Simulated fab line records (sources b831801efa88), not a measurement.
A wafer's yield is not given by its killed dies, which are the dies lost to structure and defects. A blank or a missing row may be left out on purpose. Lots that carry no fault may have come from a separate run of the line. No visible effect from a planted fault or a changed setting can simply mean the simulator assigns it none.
Which of the tools did it? | flow sky130 | route of 708 steps, sampled at 1 step: 12 lots, 36 wafers

== WHAT EACH GAUGE READ, for each wafer ==
SKY_PWDE_OVL_MEAS_07.
lot  | measured    | on         | PWDE_OVL (nm)
L075 | day 4 02:47 | overlay-01 | 1.0 1.0 1.8
L077 | day 4 15:47 | overlay-01 | -0.2 -2.1 -1.6
L079 | day 4 23:29 | overlay-02 | 1.9 1.4 1.3
L081 | day 5 13:37 | overlay-02 | 0.6 1.2 1.8
L083 | day 5 21:39 | overlay-01 | -1.8 -3.2 -2.3
L085 | day 6 10:20 | overlay-01 | 1.3 0.5 3.5
L087 | day 6 19:29 | overlay-01 | -2.2 -2.1 1.2
L089 | day 7 13:05 | overlay-01 | 0.7 1.2 1.3
L091 | day 7 18:10 | overlay-02 | -2.0 -0.8 0.2
L093 | day 8 07:56 | overlay-02 | 0.7 1.0 0.6
L095 | day 8 21:57 | overlay-01 | -1.5 -2.7 -0.8
L097 | day 9 11:31 | overlay-02 | -0.4 -0.9 -1.2

== EACH LOT AND THE TOOL THAT RAN IT (in order: tool; ch and the chambers of the sampled wafers; start) ==
No process step before these readings appears in the record.

== THE ANSWER, worked out from the rows above alone ==
Rule: the usual values come from the lots themselves. Put in order of their means at a reading, lots are off if they are a third of the lots or fewer, leave a main group of 4 or more, and stand apart from it by a gap of 3 or more times the standard deviation of the main group's means; of several such gaps the widest counts. A main group is skipped when, at the precision printed for the reading in the tables above, its means are all equal. Also off: a lot with no number at a reading for which 4 or more lots have one. Any other lot the step has rows for is counted as sound.
No lot is off on any of the readings shown, so nothing can be concluded from this.

== WHAT WAS PUT IN BY THE SIMULATOR ==
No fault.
